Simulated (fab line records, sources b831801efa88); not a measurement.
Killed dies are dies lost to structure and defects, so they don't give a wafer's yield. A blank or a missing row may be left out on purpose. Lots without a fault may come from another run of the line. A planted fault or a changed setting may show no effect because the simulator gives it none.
Chamber matching | flow gf180mcu | GF_STI_CMP_25 on cmp-01: 4 sister chambers
The step polishes, stops on Si3N4, t overpolish 33 s, target thk 524.6 nm. 18 wafers are shown with their chamber, then 9 later ones without.

WAFERS WITH THEIR CHAMBER
wafer  | chamber | motor_current_A (A) | time_to_endpoint_s (s) | head_pressure_psi (psi)
L210.3 | 2       | 13.1                | 133                    | 4.012
L210.4 | 0       | 12.0                | 130                    | 3.994
L210.5 | 0       | 12.0                | 130                    | 4.001
L216.1 | 1       | 10.4                | 132                    | 4.004
L216.2 | 2       | 13.8                | 124                    | 3.994
L216.3 | 3       | 10.8                | 126                    | 4.004
L217.2 | 1       | 10.4                | 130                    | 3.997
L217.4 | 3       | 11.4                | 128                    | 3.995
L217.5 | 3       | 10.9                | 131                    | 3.987
L218.1 | 0       | 12.3                | 125                    | 3.993
L218.2 | 2       | 12.6                | 125                    | 3.994
L218.5 | 1       | 11.1                | 134                    | 4.008
L221.2 | 0       | 12.5                | 120                    | 3.997
L221.4 | 3       | 11.2                | 131                    | 4.009
L221.6 | 0       | 12.9                | 122                    | 3.997
L225.3 | 3       | 10.6                | 128                    | 4.013
L225.4 | 0       | 12.3                | 122                    | 4.004
L225.5 | 3       | 10.5                | 127                    | 3.990

SIGNATURES (means of the wafers above)
reading            | chamber 0 | chamber 1 | chamber 2 | chamber 3 | scatter within a chamber
motor_current_A    | 12.333    | 10.633    | 13.167    | 10.900    | 0.399
time_to_endpoint_s | 124.83    | 132.00    | 127.33    | 128.50    | 3.49
head_pressure_psi  | 3.99767   | 4.00300   | 4.00000   | 3.99967   | 0.00813
Rule: a wafer's distance from a chamber is the root of the sum, over the readings, of the square of ((its reading less the chamber's mean) divided by the reading's scatter). The wafer belongs to the nearest chamber; if the next one is less than 2 further off, it can't be placed. The scatter: the root of (the sum of the squares of (reading less its chamber's mean) over the shown wafers, divided by (wafers less chambers)).

WAFERS WITHOUT THEIR CHAMBER
wafer  | motor_current_A (A) | time_to_endpoint_s (s) | head_pressure_psi (psi)
L229.1 | 10.7                | 134                    | 3.994
L229.3 | 13.3                | 129                    | 3.993
L229.6 | 11.9                | 128                    | 3.997
L230.2 | 11.2                | 132                    | 3.992
L230.3 | 10.9                | 140                    | 3.991
L230.6 | 11.2                | 134                    | 4.013
L233.4 | 12.7                | 125                    | 3.999
L233.5 | 10.4                | 126                    | 3.992
L233.6 | 13.0                | 121                    | 3.995

WHICH CHAMBER EACH WENT THROUGH
wafer  | from the rows above          | in truth
L229.1 | can't be placed: 1 or 3      | 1
L229.3 | can't be placed: 2 or 0      | 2
L229.6 | can't be placed: 0 or 3 or 2 | 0
L230.2 | can't be placed: 3 or 1      | 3
L230.3 | can't be placed: 1 or 3      | 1
L230.6 | can't be placed: 1 or 3      | 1
L233.4 | can't be placed: 0 or 2      | 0
L233.5 | can't be placed: 3 or 1      | 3
L233.6 | can't be placed: 2 or 0      | 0
Placed correctly: 0 of 9. Can't be placed from these rows: 9 (the true chamber is among the candidates in 9). Placed wrongly: 0.
